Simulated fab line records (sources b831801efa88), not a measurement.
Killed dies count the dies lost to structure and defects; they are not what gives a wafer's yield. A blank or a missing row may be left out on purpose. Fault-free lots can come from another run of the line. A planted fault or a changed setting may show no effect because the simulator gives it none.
Commonality check across tools :: flow sky130 :: Sample size 11 lots and 39 wafers

WHY IT WAS OPENED
SKY_POLY_GATE_THK_MEAS_01, reading POLY_GATE_CVD_00_THK: flagged on 2 of 11 lots. Wafers without a fault read 180.0 nm, standard deviation 1.7.
Rule: flag the lot when none of its wafers has a number, or when each of its wafers that has one lies beyond 4 standard deviations from that mean. The rest of the lots are taken to be sound.

lot: L341
measured: day 13 22:32
on: film-metro-03
POLY_GATE_CVD_00_THK (nm), wafer by wafer: 179.0 179.2 178.4
flag: 

lot: L342
measured: day 14 07:25
on: film-metro-03
POLY_GATE_CVD_00_THK (nm), wafer by wafer: 181.6 181.2 180.5
flag: 

lot: L343
measured: day 14 14:31
on: film-metro-03
POLY_GATE_CVD_00_THK (nm), wafer by wafer: 181.4 182.1 181.5
flag: 

lot: L347
measured: day 15 19:42
on: film-metro-02
POLY_GATE_CVD_00_THK (nm), wafer by wafer: 179.9 180.8 182.2
flag: 

lot: L346
measured: day 15 19:43
on: film-metro-04
POLY_GATE_CVD_00_THK (nm), wafer by wafer: 180.6 182.7 181.7
flag: 

lot: L348
measured: day 16 09:22
on: film-metro-03
POLY_GATE_CVD_00_THK (nm), wafer by wafer: 180.1 179.0 177.9
flag: 

lot: L349
measured: day 16 19:13
on: film-metro-04
POLY_GATE_CVD_00_THK (nm), wafer by wafer: 178.2 177.6 179.1
flag: 

lot: L351
measured: day 17 09:38
on: film-metro-04
POLY_GATE_CVD_00_THK (nm), wafer by wafer: 180.9 181.8 179.7
flag: 

lot: L360
measured: day 21 07:01
on: film-metro-03
POLY_GATE_CVD_00_THK (nm), wafer by wafer: 121.1 120.1 122.0 121.2 120.2 122.0
flag: FLAGGED

lot: L362
measured: day 21 16:49
on: film-metro-04
POLY_GATE_CVD_00_THK (nm), wafer by wafer: 122.4 122.2 122.0 122.6 122.3 122.0
flag: FLAGGED

lot: L364
measured: day 22 01:17
on: film-metro-02
POLY_GATE_CVD_00_THK (nm), wafer by wafer: 181.3 180.4 182.8
flag: 
The numbers of the flagged lots are 121.7 nm on average: -58.3 nm against the usual, or -34 standard deviations.

TOOL THAT RAN EACH LOT
The record holds 1 process step before the reading, out of a route of 708 steps. Each cell gives the tool, then ch followed by the chambers the sampled wafers passed through, then the start.
lot: L341
flag: 
SKY_POLY_GATE_CVD_00: lpcvd-01 ch 0, day 13 21:20

lot: L342
flag: 
SKY_POLY_GATE_CVD_00: lpcvd-01 ch 1, day 14 06:13

lot: L343
flag: 
SKY_POLY_GATE_CVD_00: lpcvd-01 ch 1, day 14 13:19

lot: L347
flag: 
SKY_POLY_GATE_CVD_00: lpcvd-01 ch 0, day 15 18:30

lot: L346
flag: 
SKY_POLY_GATE_CVD_00: lpcvd-01 ch 0, day 15 18:30

lot: L348
flag: 
SKY_POLY_GATE_CVD_00: lpcvd-01 ch 0, day 16 08:10

lot: L349
flag: 
SKY_POLY_GATE_CVD_00: lpcvd-01 ch 1, day 16 18:01

lot: L351
flag: 
SKY_POLY_GATE_CVD_00: lpcvd-01 ch 0, day 17 08:26

lot: L360
flag: FLAGGED
SKY_POLY_GATE_CVD_00: lpcvd-01 ch 1, day 21 05:49

lot: L362
flag: FLAGGED
SKY_POLY_GATE_CVD_00: lpcvd-01 ch 1, day 21 15:37

lot: L364
flag: 
SKY_POLY_GATE_CVD_00: lpcvd-01 ch 0, day 22 00:04
What the steps here do:
- SKY_POLY_GATE_CVD_00: deposits poly-Si, target thk 180 nm, time 720 s.
- SKY_POLY_GATE_THK_MEAS_01

FLAGGED AGAINST TOTAL, ONE TOOL AT A TIME (gauges that did the reading follow at the end)
step: SKY_POLY_GATE_CVD_00
tool: lpcvd-01
lots run: 11
flagged: 2
share of the flagged lots: all
sound lots run after its first flagged lot: 1 (L364)

step: SKY_POLY_GATE_THK_MEAS_01
tool: film-metro-02
lots run: 2
flagged: 0
share of the flagged lots: none
sound lots run after its first flagged lot: -

step: SKY_POLY_GATE_THK_MEAS_01
tool: film-metro-03
lots run: 5
flagged: 1
share of the flagged lots: some
sound lots run after its first flagged lot: 0

step: SKY_POLY_GATE_THK_MEAS_01
tool: film-metro-04
lots run: 4
flagged: 1
share of the flagged lots: some
sound lots run after its first flagged lot: 0

WHAT THE TABLE PERMITS
All flagged lots share 1 row of the table, namely lpcvd-01 at SKY_POLY_GATE_CVD_00.
- lpcvd-01 at SKY_POLY_GATE_CVD_00 ran 11 lots, 2 of them flagged. After the first flagged lot (L364), sound lots still ran on it; a lasting fault on the whole tool would not permit that.
Every row of the table either missed a flagged lot or ran a sound lot after the first.

WHAT THE SIMULATOR PUT IN
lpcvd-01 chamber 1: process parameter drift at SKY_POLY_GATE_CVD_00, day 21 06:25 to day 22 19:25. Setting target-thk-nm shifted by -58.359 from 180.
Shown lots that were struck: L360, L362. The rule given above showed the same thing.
